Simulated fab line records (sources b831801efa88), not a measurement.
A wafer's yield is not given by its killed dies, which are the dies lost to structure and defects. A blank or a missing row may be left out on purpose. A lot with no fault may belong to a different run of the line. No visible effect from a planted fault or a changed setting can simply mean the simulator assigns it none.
The same fault as seen by 2 desks ; flow sky130 ; numbers are kept per desk, each desk with only its own; the story behind them comes last

## TOOL OWNER'S DESK, rie_diel-01
The tool's own readings at SKY_VIA2_ETCH_15 (etches SiO2 in C4F8/O2/Ar, stops on TiN, target depth 546 nm, time 84 s): means of the sampled wafers that have a number, for each lot that ran on this tool. Any lot whose mean is over 4 standard deviations away from the usual mean is out of limits and marked OUT; that distance is given in the brackets.
Columns: A = oes_product_au at SKY_VIA2_ETCH_15, usual 0.929 a.u.; B = run_length_s at SKY_VIA2_ETCH_15, usual 112.4 s
lot;first seen here;A;B
L432;day 41 01:28;0.898 (-7.0) OUT;117.0 (+8.5) OUT
L433;day 41 07:19;0.906 (-5.2) OUT;116.9 (+8.3) OUT
This desk's verdict: out of limits on L432, L433, starting with L432 at day 41 01:28 (oes_product_au at SKY_VIA2_ETCH_15). In limits: none.

## METROLOGY DESK
What the gauges read for every lot (on any tool): the sampled wafers with a number, averaged. Any lot whose mean is over 4 standard deviations away from the usual mean is out of limits and marked OUT; that distance is given in the brackets.
Columns: A = VIA2_BOW at SKY_VIA2_BOW_MEAS_03, usual 84 um; B = cd_nm at SKY_VIA2_CD_MEAS_12, usual 200.4 nm; C = VIA2_OVL at SKY_VIA2_OVL_MEAS_13, usual 0 nm
lot;first seen here;A;B;C
L421;day 36 06:40;89;201.6;2
L432;day 40 00:56;79;201.5;2
L434;day 40 04:35;82;201.1;0
L433;day 40 06:48;83;200.5;-9
L440;day 41 21:57;85;198.9;-6
L441;day 42 00:08;80;202.3;1
Result from this desk: across the 6 lots, nothing is out of limits.

## ALL TOGETHER
At day 41 01:28, on L432, L433, the tool owner's desk was in a position to raise an alarm.
Nothing out of limits was seen by the metrology desk.
The metrology desk has L432, L433 on record, within its limits.
Every lot named ran SKY_VIA2_ETCH_15 on rie_diel-01.

## WHAT THE SIMULATOR PUT IN
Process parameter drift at SKY_VIA2_ETCH_15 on rie_diel-01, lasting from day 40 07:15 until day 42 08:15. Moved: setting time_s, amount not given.
Lots struck among those shown: L432, L433.
Hours from the fault's start to each desk's first reading out of limits: the tool owner's desk, 18.
